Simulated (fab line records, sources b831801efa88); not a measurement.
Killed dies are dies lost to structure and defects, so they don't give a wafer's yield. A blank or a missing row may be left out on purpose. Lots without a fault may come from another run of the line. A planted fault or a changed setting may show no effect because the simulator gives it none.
A struck lot beside a sound one | flow sky130 | 21 steps out of a route of 708
Sound: wafers L172.1, L172.3, L172.5. Struck: wafer L183.2. (L183.4, L183.6 of the same lot were not struck and are left out.) The cause comes at the end.
At each step with rows: each side's tool, then ch and its chambers, then its first start. Under that, the readings that differ: sound wafers | struck wafers | difference of the means | sigmas: that difference in standard deviations of wafers without a fault.
alike: readings whose means differ by less than 2 such deviations, and words and numbers that are the same on both sides. not compared: withheld readings, readings that some wafer has no value for, bounds like >300 that may hide the same value, and numbers for which the record gives no deviation and whose values overlap.
The two part at a step that has a row with sigmas, a row that says differs or no value, or rows on one side only. Numbers that don't overlap but have no deviation are shown without sigmas and don't part them. A reading that every wafer of one side lacks parts them only if that side has two wafers or more.

first, 4 steps without rows for these wafers: SKY_RES_XHIGH_EXPOSE_04 (exposes mask URPM, target cd 1270 nm); SKY_RES_XHIGH_PEB_05; SKY_RES_XHIGH_DEVELOP_06 (develop time 60 s); SKY_RES_XHIGH_IMPLANT_07.
SKY_RES_XHIGH_STRIP_08: strips in O2/N2.
  sound on plasma_asher-04 ch 0,1, day 26 22:21; struck on plasma_asher-01 ch 1, day 31 01:36
  alike: drypump_motor_current_A, oes_product_au, strip_time_to_endpoint_s
  not compared: rf_hours_counter_h
SKY_RES_XHIGH_TW_MEAS_09:
  sound on film_metro-04, day 26 22:27; struck on film_metro-03, day 31 01:43
  alike: RES_XHIGH_TW
then, 6 steps without rows for these wafers: SKY_SD_N_DEHYDRATE_00 (time 60 s); SKY_SD_N_HMDS_01 (prime time 60 s); SKY_SD_N_COAT_02 (resist thk 1140 nm); SKY_SD_N_SOFTBAKE_03 (time 60 s); SKY_SD_N_EXPOSE_04 (exposes mask NSDM, target cd 380 nm); SKY_SD_N_PEB_05.
SKY_SD_N_DEVELOP_06: develop time 60 s.
  sound on litho_track-01 ch 0, day 28 02:59; struck on litho_track-01 ch 0, day 32 05:34
SKY_SD_N_CD_MEAS_07: target cd 380 nm.
  sound on cd_sem-01, day 28 03:11; struck on cd_sem-01, day 32 05:43
  not compared: cd_nm
SKY_SD_N_OVL_MEAS_08:
  sound on overlay-02, day 28 03:18; struck on overlay-02, day 32 05:49
  not compared: SD_N_OVL
then, 2 steps without rows for these wafers: SKY_SD_N_IMPLANT_09; SKY_SD_N_IMPLANT_10.
SKY_SD_N_STRIP_11: strips in O2/N2.
  sound on plasma_asher-04 ch 1, day 28 03:38; struck on plasma_asher-02 ch 0, day 32 06:09
  alike: drypump_motor_current_A, oes_product_au, strip_time_to_endpoint_s
  not compared: rf_hours_counter_h
SKY_SD_N_TW_MEAS_12:
  sound on film_metro-03, day 28 03:44; struck on film_metro-04, day 32 06:16
  reading | sound          | struck | difference | sigmas
  SD_N_TW | 3969 3991 3999 | 30     | -3956      | -99 or more
then, 1 step without rows for these wafers: SKY_SD_N_CLEAN_13 (cleans in SC1/SC2, time 150 s).
-- the record jumps here: 17 days lie between the struck wafers' starts before and after (it left off in module SD_N and takes up again in module PAD_OPEN, whose first step shown is number 708 of the route) --
SKY_PAD_OPEN_PROBE_99:
  sound on prober-02, day 46 04:25; struck on prober-02, day 49 01:13
  reading             | sound    | struck | difference | sigmas
  killed_at_contacts  | 33 29 29 | 18     | -12        | -2
  killed_at_front_end | 14 17 14 | 432    | +417       | +91
  killed_dies         | 97 78 93 | 492    | +403       | +40
  killed_on_rim       | 19 18 16 | 96     | +78        | +20
  alike: killed_at_M0_to_M3, killed_at_M4_up, killed_at_other, killed_open, killed_short

WHERE THEY PART
First at SKY_SD_N_TW_MEAS_12; last, within this record, at SKY_PAD_OPEN_PROBE_99.

WHY: what the simulator had put in
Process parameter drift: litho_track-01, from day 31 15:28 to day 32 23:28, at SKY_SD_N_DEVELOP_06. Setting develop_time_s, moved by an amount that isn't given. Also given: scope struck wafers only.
